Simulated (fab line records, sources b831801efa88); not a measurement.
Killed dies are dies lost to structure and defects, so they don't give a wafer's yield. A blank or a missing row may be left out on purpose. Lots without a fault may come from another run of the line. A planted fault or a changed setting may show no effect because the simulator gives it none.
Which tool did it? | flow gf180mcu | 11 lots, 33 wafers sampled, at 6 steps of a route of 602

WHAT THE GAUGES READ, wafer by wafer
GF_DNWELL_TW_MEAS_09. Usual: DNWELL_TW 1356, standard deviation 8.8.
lot  | measured    | on            | DNWELL_TW      | flag
L678 | day 3 07:04 | film_metro-04 | 1355 1355 1356 |
L679 | day 3 13:00 | film_metro-04 | 1358 1357 1352 |
L682 | day 4 04:31 | film_metro-04 | 1359 1359 1366 |
L684 | day 4 14:37 | film_metro-04 | 1337 1345 1345 |
L686 | day 5 01:04 | film_metro-03 | 1337 1342 1343 |
L687 | day 5 06:20 | film_metro-03 | 1346 1356 1346 |
L688 | day 5 10:09 | film_metro-02 | 1359 1359 1359 |
L694 | day 6 17:35 | film_metro-03 | 1358 1351 1355 |
L697 | day 7 10:40 | film_metro-04 | 1352 1345 1343 |
L698 | day 7 14:41 | film_metro-04 | 1351 1358 1352 |
L699 | day 7 23:43 | film_metro-02 | 1364 1368 1365 |

GF_MVPSD_OVL_MEAS_07. Usual: MVPSD_OVL 0.3 nm, standard deviation 1.5.
lot  | measured     | on         | MVPSD_OVL (nm) | flag
L678 | day 5 14:33  | overlay-01 | 0.5 3.0 1.4    |
L679 | day 5 21:48  | overlay-02 | -1.7 -2.1 -1.9 |
L682 | day 6 15:27  | overlay-01 | -1.0 -0.2 -1.3 |
L684 | day 7 01:31  | overlay-01 | -1.3 -0.4 -1.9 |
L686 | day 7 13:31  | overlay-01 | -0.4 -1.1 0.2  |
L687 | day 7 19:13  | overlay-01 | -0.4 0.4 -1.1  |
L688 | day 8 00:35  | overlay-01 | 1.7 1.6 1.4    |
L694 | day 9 12:34  | overlay-01 | - - -          | OFF
L697 | day 10 07:52 | overlay-02 | 0.5 2.7 1.1    |
L698 | day 10 12:42 | overlay-02 | -1.9 -0.8 0.3  |
L699 | day 10 22:46 | overlay-02 | 0.1 0.9 -0.2   |

GF_MVPSD_TW_MEAS_11. Usual: MVPSD_TW 556.1, standard deviation 2.5.
lot  | measured     | on            | MVPSD_TW          | flag
L678 | day 5 14:59  | film_metro-03 | 549.2 553.9 554.6 |
L679 | day 5 22:14  | film_metro-03 | 552.8 552.8 552.6 |
L682 | day 6 15:53  | film_metro-03 | 559.8 556.9 557.1 |
L684 | day 7 01:57  | film_metro-03 | 555.4 554.5 553.9 |
L686 | day 7 13:57  | film_metro-01 | 558.6 556.4 557.3 |
L687 | day 7 19:40  | film_metro-03 | 557.5 552.4 554.8 |
L688 | day 8 01:02  | film_metro-01 | 555.0 559.3 560.8 |
L694 | day 9 13:01  | film_metro-02 | 30.1 30.2 30.1    | OFF
L697 | day 10 08:18 | film_metro-01 | 558.6 559.6 556.3 |
L698 | day 10 13:08 | film_metro-01 | 554.2 555.3 554.3 |
L699 | day 10 23:13 | film_metro-02 | 554.8 555.0 558.6 |

WHICH TOOL RAN EACH LOT (tool, then ch and the chambers of the sampled wafers, then the start)
lot  | GF_STI_ETCH_14                  | GF_LVPWELL_STRIP_10                 | GF_MVPSD_EXPOSE_04
L678 | rie_si-01 ch 1,3, day 2 12:01   | plasma_asher-01 ch 0,1, day 4 10:25 | iline_stepper-02 ch 0, day 5 08:01
L679 | rie_si-02 ch 0,1,2, day 2 17:12 | plasma_asher-02 ch 0,1, day 4 16:49 | iline_stepper-01 ch 0, day 5 14:19
L682 | rie_si-02 ch 2,3, day 3 10:20   | plasma_asher-01 ch 0,1, day 5 09:19 | iline_stepper-02 ch 0, day 6 07:46
L684 | rie_si-01 ch 1,2, day 3 20:09   | plasma_asher-02 ch 0,1, day 5 19:19 | iline_stepper-02 ch 0, day 6 17:40
L686 | rie_si-01 ch 0,3, day 4 06:12   | plasma_asher-02 ch 0,1, day 6 06:23 | iline_stepper-02 ch 0, day 7 06:02
L687 | rie_si-01 ch 0,2,3, day 4 11:12 | plasma_asher-02 ch 0,1, day 6 11:43 | iline_stepper-02 ch 0, day 7 11:13
L688 | rie_si-02 ch 0,1, day 4 14:54   | plasma_asher-03 ch 0,1, day 6 16:11 | iline_stepper-01 ch 0, day 7 16:32
L694 | rie_si-02 ch 0,2,3, day 5 22:29 | plasma_asher-02 ch 0,1, day 8 02:22 | iline_stepper-01 ch 0, day 9 04:13
L697 | rie_si-01 ch 2,3, day 6 13:13   | plasma_asher-03 ch 0, day 8 21:17   | iline_stepper-01 ch 0, day 9 22:53
L698 | rie_si-02 ch 0,1,3, day 6 18:37 | plasma_asher-03 ch 0, day 9 01:44   | iline_stepper-02 ch 0, day 10 04:26
L699 | rie_si-01 ch 0,1,2, day 7 02:10 | plasma_asher-02 ch 0,1, day 9 10:46 | iline_stepper-02 ch 0, day 10 13:48
- GF_STI_ETCH_14: etches Si in HBr/Cl2/O2, target depth 360 nm, time 102.9 s.
- GF_LVPWELL_STRIP_10: strips in O2/N2.
- GF_MVPSD_EXPOSE_04: exposes mask MVPSD, target cd 1000 nm.

WHAT THE TOOLS THEMSELVES READ (means of the sampled wafers that have a number; where no wafer has one, the mark that the record gives instead)
GF_STI_ETCH_14. Usual: HBr_flow_sccm 150.0 sccm, standard deviation 0.45; drypump_motor_current_A 5.7 A, standard deviation 0.54; oes_product_au 0.996 a.u., standard deviation 0.011; throttle_valve_pct 25.659 %, standard deviation 0.012.
lot  | tool      | HBr_flow_sccm (sccm) | drypump_motor_current_A (A) | oes_product_au (a.u.) | throttle_valve_pct (%) | flag
L678 | rie_si-01 | 149.9                | 6.1                         | 1.008                 | 25.648                 |
L679 | rie_si-02 | 149.7                | 5.8                         | 0.980                 | 25.666                 |
L682 | rie_si-02 | 150.0                | 5.5                         | 1.003                 | 25.643                 |
L684 | rie_si-01 | 150.3                | 5.4                         | 0.994                 | 25.662                 |
L686 | rie_si-01 | 150.0                | 6.2                         | 0.984                 | 25.665                 |
L687 | rie_si-01 | 150.1                | 6.1                         | 1.003                 | 25.653                 |
L688 | rie_si-02 | 150.1                | 6.2                         | 1.005                 | 25.658                 |
L694 | rie_si-02 | 150.0                | 5.7                         | 0.993                 | 25.661                 |
L697 | rie_si-01 | 150.7                | 5.9                         | 0.991                 | 25.668                 |
L698 | rie_si-02 | 150.6                | 6.0                         | 0.995                 | 25.665                 |
L699 | rie_si-01 | 150.0                | 5.5                         | 1.004                 | 25.655                 |

GF_LVPWELL_STRIP_10. Usual: drypump_motor_current_A 5.9 A, standard deviation 0.43; heater_power_w 306 W, standard deviation 18; oes_product_au 0.722 a.u., standard deviation 0.0048; platen_temp_c 249.99 C, standard deviation 0.16; strip_time_to_endpoint_s 36.89 s, standard deviation 0.12.
lot  | tool            | drypump_motor_current_A (A) | heater_power_w (W) | oes_product_au (a.u.) | platen_temp_c (C) | strip_time_to_endpoint_s (s) | flag
L678 | plasma_asher-01 | 5.8                         | 336                | 0.720                 | 249.79            | 36.80                        |
L679 | plasma_asher-02 | 5.5                         | 297                | 0.724                 | 249.89            | 36.93                        |
L682 | plasma_asher-01 | 6.0                         | 322                | 0.727                 | 250.20            | 36.79                        |
L684 | plasma_asher-02 | 5.5                         | 304                | 0.725                 | 249.87            | 36.96                        |
L686 | plasma_asher-02 | 5.5                         | 302                | 0.723                 | 249.97            | 37.05                        |
L687 | plasma_asher-02 | 5.6                         | 286                | 0.725                 | 250.00            | 36.78                        |
L688 | plasma_asher-03 | 6.3                         | 309                | 0.724                 | 250.03            | 36.99                        |
L694 | plasma_asher-02 | 5.5                         | 301                | 0.724                 | 250.03            | 36.75                        |
L697 | plasma_asher-03 | 6.6                         | 306                | 0.721                 | 249.89            | 37.08                        |
L698 | plasma_asher-03 | 6.6                         | 306                | 0.726                 | 249.98            | 36.79                        |
L699 | plasma_asher-02 | 5.4                         | 300                | 0.724                 | 249.88            | 36.85                        |

GF_MVPSD_EXPOSE_04. Usual: focus_offset_nm 0.1 nm, standard deviation 0.51.
lot  | tool             | focus_offset_nm (nm) | flag
L678 | iline_stepper-02 | -0.1                 |
L679 | iline_stepper-01 | 0.1                  |
L682 | iline_stepper-02 | 0.2                  |
L684 | iline_stepper-02 | -0.7                 |
L686 | iline_stepper-02 | -0.6                 |
L687 | iline_stepper-02 | -0.2                 |
L688 | iline_stepper-01 | 0.8                  |
L694 | iline_stepper-01 | 0.1                  |
L697 | iline_stepper-01 | 0.0                  |
L698 | iline_stepper-02 | 0.0                  |
L699 | iline_stepper-02 | 0.2                  |

THE ANSWER, worked out from the rows above alone
Rule: a lot is off if the mean of its wafers that have a number lies more than 3 standard deviations from the usual mean. A lot without any number at a reading at which 4 lots or more have one is off too. The other lots that the step has rows for count as sound. The gauges are gone through in route order, then the tools' own readings, and for those a lot's mean is taken as printed above. The first step at which some lot is off is used, and at that step the reading that is off furthest; a lot without a number counts as furthest.
Off: L694, at GF_MVPSD_OVL_MEAS_07 (MVPSD_OVL). Without a number there: L694.
A tool fits if, at a process step before that reading, it ran every lot that is off, and no sound lot after the first of them. The gauges at GF_MVPSD_OVL_MEAS_07 aren't tried: what is off there is off at GF_MVPSD_TW_MEAS_11 too, on other tools, and a gauge's error can't cause that. None of those tried fits.

WHAT THE SIMULATOR HAD PUT IN
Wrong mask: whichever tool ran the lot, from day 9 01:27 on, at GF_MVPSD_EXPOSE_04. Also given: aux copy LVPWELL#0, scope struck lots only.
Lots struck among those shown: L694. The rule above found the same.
